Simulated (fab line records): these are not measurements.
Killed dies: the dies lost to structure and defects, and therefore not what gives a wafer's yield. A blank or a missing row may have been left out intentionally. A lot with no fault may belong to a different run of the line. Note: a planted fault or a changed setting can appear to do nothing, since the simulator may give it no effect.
What tool caused it? | flow gf180mcu | 12 lots with 36 wafers sampled at 6 steps, on a route of 602 steps

## WHAT THE GAUGES READ, wafer by wafer
GF_HV_LDD_TW_MEAS_38. Usual: HV_LDD_3_TW typically reads 1446, with standard deviation 11.
lot  | measured     | on            | HV_LDD_3_TW    | flag
L384 | day 11 15:15 | film metro-01 | 1459 1465 1463 |
L386 | day 12 04:04 | film metro-02 | 1441 1438 1435 |
L387 | day 12 19:23 | film metro-01 | 1461 1463 1466 |
L388 | day 13 05:24 | film metro-01 | 1446 1459 1455 |
L392 | day 14 10:05 | film metro-01 | 1449 1451 1458 |
L395 | day 15 01:27 | film metro-01 | 1464 1458 1453 |
L396 | day 15 14:33 | film metro-01 | 1413 1430 1420 |
L398 | day 16 04:43 | film metro-03 | 1415 1414 1414 |
L403 | day 17 20:02 | film metro-02 | 1444 1439 1441 |
L405 | day 18 14:17 | film metro-03 | 1461 1465 1461 |
L406 | day 18 16:55 | film metro-02 | 1432 1435 1434 |
L407 | day 19 07:40 | film metro-01 | 1442 1444 1437 |

GF_HV_LDD_RS_MEAS_53: the measuring method here is four-point-probe. Usual: HV_LDD_RS typically reads 418.3 ohm/sq, with standard deviation 0.9.
lot  | measured     | on            | HV_LDD_RS (ohm/sq)                  | flag
L384 | day 12 11:38 | film metro-03 | 418.8 418.5 419.5                   |
L386 | day 12 23:27 | film metro-02 | 418.4 418.2 419.1                   |
L387 | day 13 16:07 | film metro-03 | 418.6 418.8 418.0                   |
L388 | day 14 02:19 | film metro-02 | 417.2 417.0 416.5                   |
L392 | day 15 07:44 | film metro-02 | 418.2 418.7 418.8                   |
L395 | day 15 23:26 | film metro-02 | 418.0 418.4 418.4                   |
L396 | day 16 13:25 | film metro-01 | 374.6 375.7 373.5 374.4 374.1 375.0 | OFF
L398 | day 17 04:10 | film metro-03 | 373.0 372.8 373.6 373.7 373.2 373.6 | OFF
L403 | day 18 19:50 | film metro-01 | 417.8 418.2 417.5                   |
L405 | day 19 14:20 | film metro-02 | 417.9 417.3 417.4                   |
L406 | day 19 18:13 | film metro-01 | 417.8 419.0 418.9                   |
L407 | day 20 08:07 | film metro-03 | 417.9 419.6 418.7                   |

GF_M1_THK_MEAS_06: measures by xrf. Usual: M1_ALCU_THK typically reads 449 nm, with standard deviation 6.1.
lot  | measured     | on            | M1_ALCU_THK (nm) | flag
L384 | day 16 05:50 | film metro-03 | 457 445 445      |
L386 | day 16 19:52 | film metro-03 | 447 446 447      |
L387 | day 17 15:43 | film metro-04 | 448 453 454      |
L388 | day 18 02:19 | film metro-04 | 453 455 455      |
L392 | day 19 10:25 | film metro-01 | 455 454 448      |
L395 | day 20 04:27 | film metro-01 | 452 445 447      |
L403 | day 23 03:24 | film metro-03 | 455 456 455      |
L405 | day 23 19:50 | film metro-04 | 459 451 449      |
L406 | day 23 23:26 | film metro-04 | 441 443 439      |
L407 | day 24 09:50 | film metro-01 | 452 458 458      |

## TOOL THAT RAN EACH LOT (tool first, then ch and the chambers of the sampled wafers, then the start)
lot  | GF_HV_LDD_IMPLANT_35            | GF_SALICIDE_RTA_08               | GF_CONTACT_CMP_27
L384 | implanter-01 ch 0, day 11 14:51 | rtp anneal-02 ch 0, day 15 06:35 | cmp-01 ch 0,2,3, day 16 05:15
L386 | implanter-04 ch 0, day 12 03:41 | rtp anneal-02 ch 0, day 15 19:24 | cmp-02 ch 1,2,3, day 16 19:16
L387 | implanter-04 ch 0, day 12 18:59 | rtp anneal-02 ch 0, day 16 14:24 | cmp-02 ch 0,1,2, day 17 15:05
L388 | implanter-01 ch 0, day 13 05:01 | rtp anneal-02 ch 0, day 17 00:15 | cmp-02 ch 0,1,2, day 18 01:46
L392 | implanter-03 ch 0, day 14 09:38 | rtp anneal-02 ch 0, day 18 08:11 | cmp-02 ch 0,2,3, day 19 09:47
L395 | implanter-01 ch 0, day 15 01:04 | rtp anneal-02 ch 0, day 19 01:47 | cmp-02 ch 0,2,3, day 20 03:54
L396 | implanter-03 ch 0, day 15 14:10 | -                                | -
L398 | implanter-03 ch 0, day 16 04:21 | -                                | -
L403 | implanter-01 ch 0, day 17 19:39 | rtp anneal-01 ch 0, day 22 01:36 | cmp-02 ch 0,1,3, day 23 02:45
L405 | implanter-03 ch 0, day 18 13:54 | rtp anneal-02 ch 0, day 22 18:37 | cmp-02 ch 1,2,3, day 23 19:20
L406 | implanter-01 ch 0, day 18 16:31 | rtp anneal-01 ch 0, day 22 22:22 | cmp-02 ch 0,1,2, day 23 22:49
L407 | implanter-03 ch 0, day 19 07:16 | rtp anneal-02 ch 0, day 23 11:02 | cmp-02 ch 1,3, day 24 09:11
- GF_HV_LDD_IMPLANT_35
- GF_SALICIDE_RTA_08: time 30 s.
- GF_CONTACT_CMP_27: polishes, stops on SiO2, t overpolish 15 s, target thk 0 nm.

## WHAT THE TOOLS THEMSELVES READ (means of the sampled wafers that have a number; where no wafer has one, the mark that the record gives instead)
GF_HV_LDD_IMPLANT_35. Usual: tilt deg 30.005 degrees, standard deviation 0.02.
lot  | tool         | tilt deg (degrees) | flag
L384 | implanter-01 | 29.990             |
L386 | implanter-04 | 29.990             |
L387 | implanter-04 | 29.984             |
L388 | implanter-01 | 30.000             |
L392 | implanter-03 | 30.009             |
L395 | implanter-01 | 30.016             |
L396 | implanter-03 | 0.021              | OFF
L398 | implanter-03 | 0.011              | OFF
L403 | implanter-01 | 29.973             |
L405 | implanter-03 | 30.026             |
L406 | implanter-01 | 30.034             |
L407 | implanter-03 | 30.020             |

GF_SALICIDE_RTA_08. Usual: chamber o2 ppm 1.995, standard deviation 0.022; lamp power pct 19.5 %, standard deviation 1.8; wafer_temp_C_max 803.8, standard deviation 1.1.
lot  | tool          | chamber o2 ppm | lamp power pct (%) | wafer_temp_C_max | flag
L384 | rtp anneal-02 | 2.005          | 21.0               | 803.8            |
L386 | rtp anneal-02 | 1.991          | 21.0               | 803.6            |
L387 | rtp anneal-02 | 1.997          | 21.0               | 803.4            |
L388 | rtp anneal-02 | 1.974          | 21.0               | 802.6            |
L392 | rtp anneal-02 | 2.013          | 21.0               | 803.2            |
L395 | rtp anneal-02 | 2.016          | 21.0               | 802.9            |
L403 | rtp anneal-01 | 1.989          | 17.4               | 803.8            |
L405 | rtp anneal-02 | 2.028          | 21.0               | 803.4            |
L406 | rtp anneal-01 | 2.011          | 17.4               | 804.9            |
L407 | rtp anneal-02 | 1.993          | 21.0               | 803.4            |

GF_CONTACT_CMP_27. Usual: head pressure psi 3.499 psi, standard deviation 0.0076; motor current A 11.3 A, standard deviation 1.1; overpolish run s 14.999 s, standard deviation 0.0098; slurry filter dp kPa 13.51 kPa, standard deviation 0.14; time to endpoint s 73 s, standard deviation 4.4.
lot  | tool   | head pressure psi (psi) | motor current A (A) | overpolish run s (s) | slurry filter dp kPa (kPa) | time to endpoint s (s) | flag
L384 | cmp-01 | 3.498                   | 10.4                | 15.004               | 13.48                      | 67                     |
L386 | cmp-02 | 3.492                   | 12.0                | 15.000               | 13.44                      | 79                     |
L387 | cmp-02 | 3.504                   | 11.7                | 14.993               | 13.39                      | 78                     |
L388 | cmp-02 | 3.495                   | 12.1                | 14.997               | 13.51                      | 76                     |
L392 | cmp-02 | 3.501                   | 11.3                | 15.004               | 13.52                      | 70                     |
L395 | cmp-02 | 3.500                   | 11.4                | 15.007               | 13.47                      | 70                     |
L403 | cmp-02 | 3.501                   | 11.2                | 15.003               | 13.63                      | 72                     |
L405 | cmp-02 | 3.494                   | 11.8                | 14.996               | 13.50                      | 73                     |
L406 | cmp-02 | 3.494                   | 11.9                | 14.992               | 13.46                      | 73                     |
L407 | cmp-02 | 3.504                   | 11.5                | 14.991               | 13.69                      | 70                     |

## THE ANSWER, worked out from the rows above alone
Rule: lot off if the mean of its wafers having a number is beyond 3 standard deviations from the usual mean. A lot without any number at a reading at which 4 lots or more have one is off too. Where the step has rows for the other lots, those lots are counted as sound. Order of review: gauges by route order, followed by the tools' own readings, for which a lot's mean as printed above is used. At the first step where some lot is off, the reading lying furthest off is the one used; lots without a number count as furthest.
Off: L396, L398, seen at GF_HV_LDD_RS_MEAS_53 (HV_LDD_RS).
A tool fits if, at a process step before that reading, it ran every lot that is off, and no sound lot after the first of them. Not tried: the gauges at GF_HV_LDD_RS_MEAS_53; whatever is off there is also off at GF_HV_LDD_IMPLANT_35, on other tools, and gauge error can't account for it. Of those tried, none fits.

## WHAT THE SIMULATOR HAD PUT IN
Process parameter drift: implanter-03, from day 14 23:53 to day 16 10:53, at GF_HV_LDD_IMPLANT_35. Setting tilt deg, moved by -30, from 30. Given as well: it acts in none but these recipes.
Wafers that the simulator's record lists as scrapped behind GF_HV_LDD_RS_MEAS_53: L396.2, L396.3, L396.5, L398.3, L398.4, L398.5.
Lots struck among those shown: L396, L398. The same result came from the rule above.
